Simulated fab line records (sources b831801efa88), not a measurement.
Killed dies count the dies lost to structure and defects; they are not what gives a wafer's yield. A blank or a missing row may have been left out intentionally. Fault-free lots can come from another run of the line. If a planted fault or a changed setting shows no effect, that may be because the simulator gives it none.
Comparing a struck lot with a sound one + flow sky130 + 25 steps out of a route of 708
Sound: these wafers, L110.4, L110.5, L110.6. The struck wafers were L114.1, L114.4, L114.6. At the end, the cause is stated.
At each step with rows: each side's tool, then ch and its chambers, then its first start. Under that, the readings that differ: sound wafers + struck wafers + difference of the means + sigmas: that difference in standard deviations of wafers without a fault.
alike: a reading whose means differ by less than 2 such deviations, as well as words and numbers matching on both sides. not compared: withheld readings; readings where some wafer has no value; bounds like >300 that might hide an equal value; numbers whose values overlap and for which the record gives no deviation.
Wherever a step has rows on one side only, a row that says differs or no value, or a row with sigmas, the two part there. Numbers that don't overlap but have no deviation are shown without sigmas and don't part them. A reading missing from all wafers of one side parts the sides only when that side holds two or more wafers.

SKY_NWELL_RS_MEAS_31: uses a four-point probe to measure.
  struck on film_metro-02, day 8 01:14; sound on film_metro-01, day 7 03:55
  alike: PWDE_RS
then, 7 steps without rows for these wafers: SKY_VT_ADJUST_HVTP_DEHYDRATE_00 (time 60 s); SKY_VT_ADJUST_HVTP_HMDS_01 (prime time 60 s); SKY_VT_ADJUST_HVTP_COAT_02 (resist thk 1140 nm); SKY_VT_ADJUST_HVTP_SOFTBAKE_03 (time 60 s); SKY_VT_ADJUST_HVTP_EXPOSE_04 (exposes mask HVTPM, target cd 380 nm); SKY_VT_ADJUST_HVTP_PEB_05; SKY_VT_ADJUST_HVTP_DEVELOP_06 (develop time 60 s).
SKY_VT_ADJUST_HVTP_CD_MEAS_07: target cd 380 nm.
  struck on cd_sem-02, day 8 23:02; sound on cd_sem-02, day 8 01:14
  alike: cd_nm
SKY_VT_ADJUST_HVTP_OVL_MEAS_08:
  struck on overlay-01, day 8 23:10; sound on overlay-02, day 8 01:18
  alike: VT_ADJUST_HVTP_OVL
following that, these wafers have no rows for 1 step: SKY_VT_ADJUST_HVTP_IMPLANT_09.
SKY_VT_ADJUST_HVTP_STRIP_10: strips in O2/N2.
  sound on plasma_asher-04 ch 0,1, day 8 01:31; struck on plasma_asher-02 ch 0,1, day 8 23:21
| reading                                             | sound             | struck            | difference                    | sigmas |
|-----------------------------------------------------|-------------------|-------------------|-------------------------------|--------|
| drypump_motor_current_A (A)                         | 6.1 6.1 6.4       | 5.5 5.2 5.1       | -0.9                          | -2     |
| oes_product_au (a.u.)                               | 0.716 0.716 0.718 | 0.935 0.927 0.937 | +0.216                        | +45    |
| strip_time_to_endpoint_s (s)                        | 14.18 14.20 14.19 | - - -             | no value on the struck wafers |        |
| model.NOVOLAK_of_VT_ADJUST_HVTP_COAT_02.thk_nm (nm) | 0 0 0             | 504.7 503.9 503.6 | +504.1                        |        |
  not compared: rf_hours_counter_h
SKY_VT_ADJUST_HVTP_TW_MEAS_11:
  struck on film_metro-01, day 8 23:27; sound on film_metro-04, day 8 01:36
  alike: VT_ADJUST_HVTP_TW
then, 7 steps without rows for these wafers: SKY_VT_ADJUST_LVTN_DEHYDRATE_00 (time 60 s); SKY_VT_ADJUST_LVTN_HMDS_01 (prime time 60 s); SKY_VT_ADJUST_LVTN_COAT_02 (resist thk 3000 nm); SKY_VT_ADJUST_LVTN_SOFTBAKE_03; SKY_VT_ADJUST_LVTN_EXPOSE_04 (exposes mask NWM COMPLEMENT LESS NATIVE, target cd 840 nm); SKY_VT_ADJUST_LVTN_PEB_05; SKY_VT_ADJUST_LVTN_DEVELOP_06 (develop time 60 s).
SKY_VT_ADJUST_LVTN_OVL_MEAS_07:
  struck on overlay-02, day 9 20:53; sound on overlay-02, day 8 23:29
| reading                 | sound         | struck      | difference | sigmas |
|-------------------------|---------------|-------------|------------|--------|
| VT_ADJUST_LVTN_OVL (nm) | -1.0 -1.6 0.2 | 1.9 2.5 2.5 | +3.1       | +2     |
following that, these wafers have no rows for 1 step: SKY_VT_ADJUST_LVTN_IMPLANT_08.
SKY_VT_ADJUST_LVTN_STRIP_09: strips in O2/N2.
  sound on plasma_asher-01 ch 0,1, day 8 23:41; struck on plasma_asher-04 ch 0,1, day 9 21:04
| reading                      | sound             | struck            | difference | sigmas |
|------------------------------|-------------------|-------------------|------------|--------|
| drypump_motor_current_A (A)  | 5.0 5.8 5.0       | 6.1 6.4 6.1       | +0.9       | +2     |
| strip_time_to_endpoint_s (s) | 37.03 36.94 36.97 | 44.45 44.35 44.52 | +7.46      | +57    |
  alike: oes_product_au
  not compared: rf_hours_counter_h
SKY_VT_ADJUST_LVTN_TW_MEAS_10:
  struck on film_metro-03, day 9 21:23; sound on film_metro-03, day 8 23:47
| reading           | sound             | struck         | difference | sigmas |
|-------------------|-------------------|----------------|------------|--------|
| VT_ADJUST_LVTN_TW | 243.2 242.9 243.0 | 30.0 30.2 30.0 | -213.0     | -97    |
  not compared: hold
SKY_PAD_OPEN_PROBE_99:
  the record has rows for the sound wafers here (prober-01, day 48 10:59) and none for the struck ones

== WHERE THEY PART ==
First at SKY_VT_ADJUST_HVTP_STRIP_10; last, within this record, at SKY_PAD_OPEN_PROBE_99.

WHY: whatever the simulator had introduced
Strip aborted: plasma_asher-02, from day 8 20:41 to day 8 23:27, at SKY_VT_ADJUST_HVTP_STRIP_10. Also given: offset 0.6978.
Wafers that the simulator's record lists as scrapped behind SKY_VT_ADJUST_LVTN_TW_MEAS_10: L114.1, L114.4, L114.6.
